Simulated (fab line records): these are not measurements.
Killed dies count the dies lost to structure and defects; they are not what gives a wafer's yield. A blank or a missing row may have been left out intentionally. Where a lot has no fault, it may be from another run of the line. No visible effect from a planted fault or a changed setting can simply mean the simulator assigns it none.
Which tool did it?    flow sky130    24 lots, 72 wafers sampled, at 5 steps of a route of 708

== WHAT THE GAUGES SHOWED, per wafer ==
SKY_FIELD_ISO_CD_MEAS_13: the cd target is 150 nm.
lot   measured     on        cdNm (nm)
L074  day 2 05:05  cdSem-02  150.0 151.6 150.5
L075  day 2 10:49  cdSem-02  151.0 151.6 151.0
L076  day 2 14:37  cdSem-01  150.1 150.2 149.2
L077  day 2 22:15  cdSem-02  149.3 149.4 148.4
L078  day 3 01:29  cdSem-02  152.7 151.6 151.8
L079  day 3 07:41  cdSem-02  149.6 151.0 150.2
L080  day 3 14:13  cdSem-01  147.4 148.6 148.9
L081  day 3 18:22  cdSem-01  150.4 149.0 149.5
L082  day 3 22:19  cdSem-02  149.4 151.6 153.2
L083  day 4 03:11  cdSem-02  148.3 150.4 149.1
L084  day 4 07:45  cdSem-01  153.3 152.5 151.6
L085  day 4 13:49  cdSem-01  150.9 150.5 151.9
L086  day 4 18:17  cdSem-02  151.4 149.6 150.0
L087  day 4 23:55  cdSem-02  150.5 150.5 150.5
L088  day 5 04:29  cdSem-01  150.1 150.5 149.7
L089  day 5 11:34  cdSem-01  149.0 150.6 149.7
L090  day 5 17:46  cdSem-01  150.1 150.3 150.5
L091  day 5 21:08  cdSem-01  150.4 149.4 148.2
L092  day 6 03:16  cdSem-02  150.6 152.5 153.0
L093  day 6 08:38  cdSem-02  148.1 150.0 148.8
L094  day 6 13:23  cdSem-02  147.5 149.3 148.3
L095  day 6 18:34  cdSem-01  150.0 149.8 149.1
L096  day 7 00:11  cdSem-01  149.9 151.0 150.2
L097  day 7 05:42  cdSem-01  149.4 150.7 151.1

SKY_PWDE_OVL_MEAS_07.
lot   measured     on          PWDE_OVL (nm)
L074  day 3 22:19  overlay-02  1.4 1.3 1.0
L075  day 4 04:42  overlay-01  2.7 3.5 4.0
L076  day 4 10:18  overlay-01  0.9 1.0 1.3
L077  day 4 14:23  overlay-01  -0.2 -0.8 1.3
L078  day 4 18:09  overlay-01  0.9 1.3 0.4
L079  day 5 00:49  overlay-01  2.9 3.0 1.2
L080  day 5 08:24  overlay-01  -0.4 1.3 1.1
L081  day 5 11:13  overlay-01  -0.5 0.9 -0.4
L082  day 5 15:15  overlay-02  -0.4 0.4 -0.2
L083  day 5 23:18  overlay-02  0.3 0.4 0.8
L084  day 6 03:44  overlay-02  -0.3 -0.3 -0.7
L085  day 6 10:15  overlay-01  1.9 1.3 1.4
L086  day 6 14:05  overlay-02  2.8 1.9 1.2
L087  day 6 20:42  overlay-01  3.2 1.6 3.2
L088  day 7 02:02  overlay-02  1.4 2.4 2.2
L089  day 7 07:56  overlay-02  1.5 3.1 1.3
L090  day 7 16:02  overlay-02  0.7 -0.7 1.2
L091  day 7 21:00  overlay-02  2.7 1.8 2.4
L092  day 8 04:45  overlay-01  2.2 2.1 3.4
L093  day 8 09:38  overlay-02  -2.7 -1.3 -0.7
L094  day 8 12:11  overlay-01  0.4 0.3 0.3
L095  day 8 16:02  overlay-02  -1.1 -0.4 0.8
L096  day 9 01:58  overlay-01  -2.0 -0.4 -0.3
L097  day 9 08:39  overlay-01  0.6 -1.1 -0.9

SKY_NWELL_TW_MEAS_15.
lot   measured      on            NWELL_TW
L074  day 4 15:41   filmMetro-01  1788 1786 1791
L075  day 4 22:37   filmMetro-04  1829 1839 1835
L076  day 5 04:26   filmMetro-02  1806 1805 1807
L077  day 5 08:46   filmMetro-04  1820 1829 1830
L078  day 5 13:25   filmMetro-01  1799 1794 1790
L079  day 5 19:24   filmMetro-04  1823 1821 1819
L080  day 6 03:37   filmMetro-01  1795 1786 1786
L081  day 6 06:30   filmMetro-02  1812 1817 1816
L082  day 6 10:29   filmMetro-04  1836 1838 1823
L083  day 6 18:49   filmMetro-04  1832 1832 1831
L084  day 6 23:22   filmMetro-02  1816 1814 1813
L085  day 7 06:30   filmMetro-01  1788 1779 1785
L086  day 7 10:31   filmMetro-01  1781 1784 1785
L087  day 7 18:05   filmMetro-04  1817 1826 1813
L088  day 7 23:20   filmMetro-04  1809 1828 1807
L089  day 8 04:59   filmMetro-02  1819 1803 1795
L090  day 8 13:08   filmMetro-02  1796 1795 1795
L091  day 8 18:38   filmMetro-02  1795 1803 1797
L092  day 9 02:11   filmMetro-02  1801 1807 1801
L093  day 9 07:34   filmMetro-04  1812 1816 1819
L094  day 9 09:58   filmMetro-02  1801 1809 1800
L095  day 9 14:20   filmMetro-01  1778 1782 1786
L096  day 10 00:53  filmMetro-02  1798 1796 1808
L097  day 10 07:17  filmMetro-02  1800 1797 1802

SKY_NWELL_OVL_MEAS_23.
lot   measured      on          NWELL_01_OVL (nm)
L074  day 5 09:22   overlay-02  -1.4 1.2 0.9
L075  day 5 16:46   overlay-01  0.3 0.7 -0.9
L076  day 5 22:15   overlay-01  1.5 1.8 1.4
L077  day 6 03:12   overlay-01  1.2 3.5 3.1
L078  day 6 07:41   overlay-02  1.3 1.3 2.0
L079  day 6 13:28   overlay-01  0.5 1.1 1.4
L080  day 6 21:42   overlay-01  -0.6 -0.9 -0.9
L081  day 7 01:42   overlay-02  2.8 1.7 1.6
L082  day 7 06:15   overlay-02  -0.3 -1.2 -0.4
L083  day 7 14:28   overlay-02  0.9 -0.1 0.6
L084  day 7 18:32   overlay-02  -0.8 0.5 -1.3
L085  day 8 02:08   overlay-01  -0.7 -0.4 -1.8
L086  day 8 06:45   overlay-01  1.8 3.0 1.7
L087  day 8 14:09   overlay-02  0.6 0.2 -0.1
L088  day 8 19:57   overlay-01  1.6 0.0 0.5
L089  day 9 01:05   overlay-01  0.9 1.9 2.7
L090  day 9 10:15   overlay-02  2.0 2.3 2.7
L091  day 9 15:46   overlay-01  2.3 0.6 1.0
L092  day 9 23:56   overlay-01  1.6 2.3 1.7
L093  day 10 05:17  overlay-01  1.2 -0.3 -0.1
L094  day 10 07:39  overlay-02  -1.2 -2.1 0.8
L095  day 10 12:28  overlay-01  2.0 2.3 1.9
L096  day 10 23:21  overlay-02  -0.4 -0.2 -1.0
L097  day 11 04:51  overlay-02  1.1 0.3 2.0

SKY_VT_ADJUST_PCH_TW_MEAS_10.
lot   measured      on            VT_ADJUST_PCH_TW
L074  day 10 10:30  filmMetro-02  142.0 142.0 142.0
L075  day 10 20:32  filmMetro-03  143.4 142.7 143.6
L076  day 11 04:52  filmMetro-03  144.6 143.9 143.2
L077  day 11 08:35  filmMetro-02  142.1 141.9 142.1
L078  day 11 16:58  filmMetro-03  142.6 144.1 143.3
L079  day 12 00:53  filmMetro-04  143.7 144.0 144.1
L080  day 12 08:59  filmMetro-02  142.5 142.2 143.1
L081  day 12 14:20  filmMetro-02  142.8 142.2 142.1
L082  day 12 19:02  filmMetro-02  142.3 142.6 142.4
L083  day 13 14:05  filmMetro-02  142.6 141.6 141.9
L084  day 13 09:41  filmMetro-03  143.5 143.6 143.8
L085  day 13 15:57  filmMetro-02  142.0 142.4 142.0
L086  day 13 22:16  filmMetro-03  142.9 144.3 144.2
L087  day 14 09:26  filmMetro-02  141.8 142.5 142.8
L088  day 14 15:37  filmMetro-02  142.3 142.9 142.7
L089  day 14 23:47  filmMetro-03  142.7 143.0 143.4
L090  day 15 09:47  filmMetro-04  144.2 143.7 144.0
L091  day 15 17:50  filmMetro-03  144.0 144.0 143.4
L092  day 16 01:44  filmMetro-02  142.6 142.7 142.3
L093  day 16 09:10  filmMetro-03  144.5 143.7 143.7
L094  day 16 15:52  filmMetro-02  142.4 142.9 142.7
L095  day 16 20:50  filmMetro-04  143.8 143.5 144.0
L096  day 17 11:56  filmMetro-02  142.4 142.2 142.7
L097  day 17 15:50  filmMetro-03  143.4 142.9 142.6

== EACH LOT AND THE TOOL THAT RAN IT (in order: tool; ch and the chambers of the sampled wafers; start) ==
No process step before these readings appears in the record.

== AS READ BY THE TOOLS THEMSELVES (means over the sampled wafers that have a number; for cases with no such wafer, the mark the record gives instead) ==
The record holds no such reading with a usual standard deviation.

== THE ANSWER, worked out from the rows above alone ==
Rule: the lots themselves supply what counts as usual. Put in order of their means at a reading, lots are off if they are a third of the lots or fewer, leave a main group of 4 or more, and stand apart from it by a gap of 3 or more times the standard deviation of the main group's means; of several such gaps the widest counts. Not used: any main group whose means are identical at the precision the tables above print for the reading. A lot without any number at a reading at which 4 lots or more have one is off too. Where the step has rows for the other lots, those lots are counted as sound. First the gauges in route order, then the tools' own readings, where a lot's mean is used as printed above. The first step at which some lot is off is used, and at that step the reading that is off furthest; a lot without a number counts as furthest.
Nothing can be told from this: no lot is off at any reading shown.

== WHAT WAS PUT IN BY THE SIMULATOR ==
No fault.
